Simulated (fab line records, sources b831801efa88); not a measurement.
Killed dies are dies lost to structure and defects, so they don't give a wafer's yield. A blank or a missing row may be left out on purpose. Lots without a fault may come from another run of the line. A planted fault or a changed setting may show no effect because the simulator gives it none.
Which tool did it? | flow gf180mcu | 13 lots, 39 wafers sampled, at 5 steps of a route of 602

WHAT THE GAUGES READ, wafer by wafer
GF_POLY_GATE_OVL_MEAS_11.
lot  | measured     | on         | POLY_GATE_OVL (nm)
L677 | day 9 13:22  | overlay-01 | 1 -4 -3
L678 | day 9 17:52  | overlay-02 | -2 4 0
L679 | day 10 02:40 | overlay-01 | -9 -6 -13
L680 | day 10 13:22 | overlay-01 | 9 5 13
L681 | day 10 14:37 | overlay-02 | 5 0 -1
L689 | day 13 01:43 | overlay-01 | 1 9 10
L690 | day 13 08:21 | overlay-02 | 11 5 14
L691 | day 13 16:48 | overlay-01 | 2 -5 1
L692 | day 13 20:07 | overlay-02 | 1 6 2
L693 | day 14 03:04 | overlay-02 | -2 1 -2
L695 | day 14 20:55 | overlay-01 | -2 -4 1
L697 | day 15 06:58 | overlay-01 | -6 6 6
L699 | day 15 20:09 | overlay-01 | 2 2 0

GF_HV_LDD_OVL_MEAS_32.
lot  | measured     | on         | HV_LDD_02_OVL (nm)
L677 | day 11 22:31 | overlay-01 | 0.3 -1.8 -0.8
L678 | day 12 03:40 | overlay-01 | 0.1 -2.8 -0.9
L679 | day 12 13:18 | overlay-01 | -1.6 -1.1 -0.1
L680 | day 12 23:56 | overlay-01 | -1.2 -0.2 -1.9
L681 | day 13 03:40 | overlay-01 | 0.5 -2.5 -1.4
L689 | day 15 19:07 | overlay-01 | 0.2 -2.1 -2.0
L690 | day 16 04:22 | overlay-02 | -1.1 -1.4 -0.8
L691 | day 16 11:55 | overlay-01 | -2.5 -1.5 -4.5
L692 | day 16 17:26 | overlay-02 | -3.0 -3.1 -1.6
L693 | day 17 00:15 | overlay-01 | -1.7 -2.4 -2.5
L695 | day 17 20:24 | overlay-02 | -0.8 -2.1 0.1
L697 | day 18 05:37 | overlay-01 | 0.2 -0.7 1.1
L699 | day 18 22:37 | overlay-01 | -0.6 -1.5 0.1

GF_HV_LDD_RS_MEAS_53: measures by four-point-probe.
lot  | measured     | on            | HV_LDD_RS (ohm/sq)
L677 | day 12 19:41 | film_metro-04 | 418.6 418.3 419.2
L678 | day 13 00:47 | film_metro-04 | 418.4 418.2 418.2
L679 | day 13 10:35 | film_metro-02 | 419.4 420.5 419.3
L680 | day 13 20:58 | film_metro-02 | 419.5 418.2 419.1
L681 | day 14 01:50 | film_metro-01 | 418.6 418.6 419.0
L689 | day 16 18:33 | film_metro-01 | 417.9 418.1 416.0
L690 | day 17 04:09 | film_metro-02 | 419.3 420.3 419.0
L691 | day 17 11:47 | film_metro-01 | 418.3 418.4 418.4
L692 | day 17 17:25 | film_metro-01 | 418.7 417.7 418.9
L693 | day 18 01:16 | film_metro-02 | 419.9 418.7 418.7
L695 | day 18 21:43 | film_metro-02 | 418.2 418.2 417.6
L697 | day 19 07:42 | film_metro-02 | 417.9 418.6 418.0
L699 | day 20 00:53 | film_metro-01 | 418.5 419.0 418.9

GF_HV_LDD_THK_MEAS_55.
lot  | measured     | on            | HV_LDD_CVD_54_THK (nm)
L677 | day 12 21:59 | film_metro-04 | 10.00 10.00 9.83
L678 | day 13 02:26 | film_metro-04 | 10.18 10.27 10.12
L679 | day 13 11:43 | film_metro-01 | 9.96 10.05 10.06
L680 | day 13 22:37 | film_metro-02 | 10.07 10.14 10.06
L681 | day 14 03:46 | film_metro-01 | 10.11 10.16 10.14
L689 | day 16 20:13 | film_metro-02 | 10.19 10.17 10.15
L690 | day 17 05:49 | film_metro-04 | 4.86 4.66 4.95
L691 | day 17 12:55 | film_metro-04 | 4.73 4.82 4.79
L692 | day 17 18:34 | film_metro-02 | 9.81 9.84 9.87
L693 | day 18 02:23 | film_metro-01 | 10.11 10.09 10.07
L695 | day 18 22:50 | film_metro-04 | 9.89 9.89 9.86
L697 | day 19 09:21 | film_metro-01 | 10.20 10.17 10.24
L699 | day 20 02:01 | film_metro-02 | 10.11 10.18 10.10

WHICH TOOL RAN EACH LOT (tool, then ch and the chambers of the sampled wafers, then the start)
lot  | GF_HV_LDD_CVD_54
L677 | lpcvd-01 ch 0, day 12 20:27
L678 | lpcvd-01 ch 0, day 13 00:54
L679 | lpcvd-01 ch 0, day 13 10:41
L680 | lpcvd-02 ch 0, day 13 21:05
L681 | lpcvd-02 ch 1, day 14 02:44
L689 | lpcvd-02 ch 0, day 16 18:40
L690 | lpcvd-02 ch 1, day 17 04:16
L691 | lpcvd-02 ch 1, day 17 11:54
L692 | lpcvd-01 ch 0, day 17 17:32
L693 | lpcvd-01 ch 0, day 18 01:21
L695 | lpcvd-01 ch 1, day 18 21:47
L697 | lpcvd-01 ch 0, day 19 07:49
L699 | lpcvd-01 ch 1, day 20 01:00
- GF_HV_LDD_CVD_54: deposits SiO2 from TEOS, target thk 10 nm, time 75 s.

WHAT THE TOOLS THEMSELVES READ (means of the sampled wafers that have a number; where no wafer has one, the mark that the record gives instead)
GF_HV_LDD_CVD_54.
lot  | tool     | spike_tc_lower_C (C)
L677 | lpcvd-01 | 681.0
L678 | lpcvd-01 | 681.5
L679 | lpcvd-01 | 682.2
L680 | lpcvd-02 | 681.7
L681 | lpcvd-02 | 680.2
L689 | lpcvd-02 | 683.6
L690 | lpcvd-02 | 679.3
L691 | lpcvd-02 | 680.4
L692 | lpcvd-01 | 681.4
L693 | lpcvd-01 | 680.6
L695 | lpcvd-01 | 682.4
L697 | lpcvd-01 | 680.8
L699 | lpcvd-01 | 682.2

THE ANSWER, worked out from the rows above alone
Rule: what is usual is taken from the lots themselves. Put in order of their means at a reading, lots are off if they are a third of the lots or fewer, leave a main group of 4 or more, and stand apart from it by a gap of 3 or more times the standard deviation of the main group's means; of several such gaps the widest counts. A main group whose means are all the same, to the digits that the tables above print for the reading, isn't used. A lot without any number at a reading at which 4 lots or more have one is off too. The other lots that the step has rows for count as sound. The gauges are gone through in route order, then the tools' own readings, and for those a lot's mean is taken as printed above. The first step at which some lot is off is used, and at that step the reading that is off furthest; a lot without a number counts as furthest.
Off: L690, L691, at GF_HV_LDD_THK_MEAS_55 (HV_LDD_CVD_54_THK). The main group: mean 10.06 nm, standard deviation 0.12.
A tool fits if, at a process step before that reading, it ran every lot that is off, and no sound lot after the first of them. The gauges at GF_HV_LDD_THK_MEAS_55 are tried like those tools. One fits: lpcvd-02 at GF_HV_LDD_CVD_54. Its last sound lot is L689 (day 16 18:40), its first lot that is off L690 (day 17 04:16): a fault that began between those two fits.

WHAT THE SIMULATOR HAD PUT IN
Process parameter drift: lpcvd-02, from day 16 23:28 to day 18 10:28, at GF_HV_LDD_CVD_54. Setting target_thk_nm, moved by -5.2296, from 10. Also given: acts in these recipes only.
Lots struck among those shown: L690, L691. The rule above found the same.
